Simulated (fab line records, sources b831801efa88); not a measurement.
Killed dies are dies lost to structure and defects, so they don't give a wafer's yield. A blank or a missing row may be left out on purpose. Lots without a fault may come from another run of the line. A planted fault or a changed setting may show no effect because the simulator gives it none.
A struck lot beside a sound one | flow sky130 | 37 steps out of a route of 708
Sound: wafers L471.4, L471.5, L471.6. Struck: wafers L456.4, L456.5, L456.6. The cause comes at the end.
At each step with rows: each side's tool, then ch and its chambers, then its first start. Under that, the readings that differ: sound wafers | struck wafers | difference of the means | sigmas: that difference in standard deviations of wafers without a fault.
alike: readings whose means differ by less than 2 such deviations, and words and numbers that are the same on both sides. not compared: withheld readings, readings that some wafer has no value for, bounds like >300 that may hide the same value, and numbers for which the record gives no deviation and whose values overlap.
The two part at a step that has a row with sigmas, a row that says differs or no value, or rows on one side only. Numbers that don't overlap but have no deviation are shown without sigmas and don't part them. A reading that every wafer of one side lacks parts them only if that side has two wafers or more.

first, 10 steps without rows for these wafers: SKY_LDD_LDN_SOFTBAKE_03 (time 60 s); SKY_LDD_LDN_EXPOSE_04 (exposes mask LDNTM, target cd 700 nm); SKY_LDD_LDN_PEB_05; SKY_LDD_LDN_DEVELOP_06 (develop time 60 s); SKY_LDD_LDN_IMPLANT_08; SKY_LDD_LDN_IMPLANT_09; SKY_LDD_LDN_IMPLANT_10; SKY_LDD_LDN_IMPLANT_11; SKY_LDD_LDN_STRIP_12 (strips in O2/N2); SKY_LDD_LDN_CLEAN_14 (cleans in SC1/SC2, time 150 s).
SKY_SPACER_CVD_00: deposits Si3N4 from DCS/NH3, target thk 43.1 nm, time 740 s.
  sound on lpcvd-02 ch 1, day 29 10:17; struck on lpcvd-02 ch 0, day 24 07:05
  reading                                  | sound             | struck            | difference | sigmas
  model.Si3N4_of_SPACER_CVD_00.thk_nm (nm) | 43.08 43.09 43.48 | 49.38 49.57 49.57 | +6.29      |
  alike: spike_tc_bottom_C
SKY_SPACER_THK_MEAS_01:
  sound on film_metro-01, day 29 11:31; struck on film_metro-02, day 24 08:19
  reading                | sound          | struck         | difference | sigmas
  SPACER_CVD_00_THK (nm) | 43.1 43.1 43.6 | 49.3 49.6 49.5 | +6.2       | +13
SKY_SPACER_ETCHBACK_02: etches Si3N4 in CH3F/O2, stops on SiO2, time 46.7 s, target depth 45 nm.
  sound on rie_diel-01 ch 0,1,3, day 29 11:32; struck on rie_diel-03 ch 0,2,3, day 24 08:22
  reading                  | sound             | struck            | difference | sigmas
  oes_product_au (a.u.)    | 0.857 0.846 0.861 | 0.925 0.933 0.920 | +0.071     | +10
  model.etch.depth_nm (nm) | 43.08 43.09 43.48 | 49.38 49.57 49.57 | +6.29      |
  alike: drypump_motor_current_A, throttle_valve_pct
  not compared: rf_hours_counter_h
then, 22 steps without rows for these wafers: SKY_POLY_CUT_DEHYDRATE_00 (time 60 s); SKY_POLY_CUT_HMDS_01 (prime time 60 s); SKY_POLY_CUT_COAT_02 (resist thk 60 nm); SKY_POLY_CUT_COAT_03 (resist thk 450 nm); SKY_POLY_CUT_SOFTBAKE_04 (time 90 s); SKY_POLY_CUT_EXPOSE_05 (exposes mask NPCM, target cd 270 nm); SKY_POLY_CUT_PEB_06; SKY_POLY_CUT_DEVELOP_07 (develop time 60 s); SKY_POLY_CUT_ETCH_10 (etches BARC in N2/H2, stops on SiO2, time 45.9 s, target depth 60 nm); SKY_POLY_CUT_ETCH_11 (etches Si3N4 in CF4/CH2F2/Ar, stops on poly-Si, time 42.5 s, target depth 60 nm); SKY_POLY_CUT_STRIP_12 (strips in O2/N2); SKY_SD_P_DEHYDRATE_00 (time 60 s); SKY_SD_P_HMDS_01 (prime time 60 s); SKY_SD_P_COAT_02 (resist thk 1140 nm); SKY_SD_P_SOFTBAKE_03 (time 60 s); SKY_SD_P_EXPOSE_04 (exposes mask PSDM, target cd 380 nm); SKY_SD_P_PEB_05; SKY_SD_P_DEVELOP_06 (develop time 60 s); SKY_SD_P_IMPLANT_09; SKY_SD_P_STRIP_10 (strips in O2/N2); SKY_RES_XHIGH_DEHYDRATE_00 (time 60 s); SKY_RES_XHIGH_HMDS_01 (prime time 60 s).
-- the record jumps here: 5 days lie between the struck wafers' starts before and after (it left off in module RES_XHIGH and takes up again in module SALICIDE, whose first step shown is number 361 of the route) --
SKY_SALICIDE_CLEAN_00: cleans in HF-last, time 30 s.
  sound on wet_bench-04 ch 0, day 34 01:27; struck on wet_bench-04 ch 2, day 29 06:36
  reading                                  | sound           | struck            | difference | sigmas
  model.Si3N4_of_SPACER_CVD_00.thk_nm (nm) | 42.1 42.12 42.5 | 48.41 48.59 48.59 | +6.29      |
-- the record jumps here: 18 days lie between the struck wafers' starts before and after (it left off in module SALICIDE and takes up again in module PAD_OPEN, whose first step shown is number 708 of the route) --
SKY_PAD_OPEN_PROBE_99:
  sound on prober-02, day 50 02:18; struck on prober-02, day 46 19:47
  reading                                 | sound             | struck            | difference | sigmas
  model.etest.pfet_01v8.r_on_ohm_um       | 2912 2904 2987    | 3166 3178 3213    | +251       |
  model.etest.nfet_g5v0d10v5.r_on_ohm_um  | 1862 1884 1880    | 1896 1938 1930    | +46        |
  model.etest.sonos_uncharged.r_on_ohm_um | 802.5 808.7 823.8 | 854.4 850.3 854.7 | +41.5      |
  model.etest.pfet_01v8.drive_ua_um       | 191.3 190.5 185.1 | 174.7 172.9 170.6 | -16.2      |
  model.etest.pfet_01v8_hvt.drive_ua_um   | 143.1 141.5 138.8 | 129.2 126.2 123.7 | -14.8      |
  model.etest.sram_pfet_latch.drive_ua_um | 139.2 140.2 137.3 | 129.3 126 127.9   | -11.2      |
  model.etest.pfet_01v8_mvt.drive_ua_um   | 152.2 148.8 146.4 | 141 139 138.6     | -10        |
  alike: killed_at_M0_to_M3, killed_at_M4_up, killed_at_contacts, killed_at_front_end, killed_at_other, killed_dies, killed_open, killed_short
  not compared: model.etest.pfet_01v8_lvt.drive_ua_um

WHERE THEY PART
First at SKY_SPACER_THK_MEAS_01; last, within this record, at SKY_SPACER_ETCHBACK_02. Later steps at which nothing parts them and some readings are alike: SKY_PAD_OPEN_PROBE_99.

WHY: what the simulator had put in
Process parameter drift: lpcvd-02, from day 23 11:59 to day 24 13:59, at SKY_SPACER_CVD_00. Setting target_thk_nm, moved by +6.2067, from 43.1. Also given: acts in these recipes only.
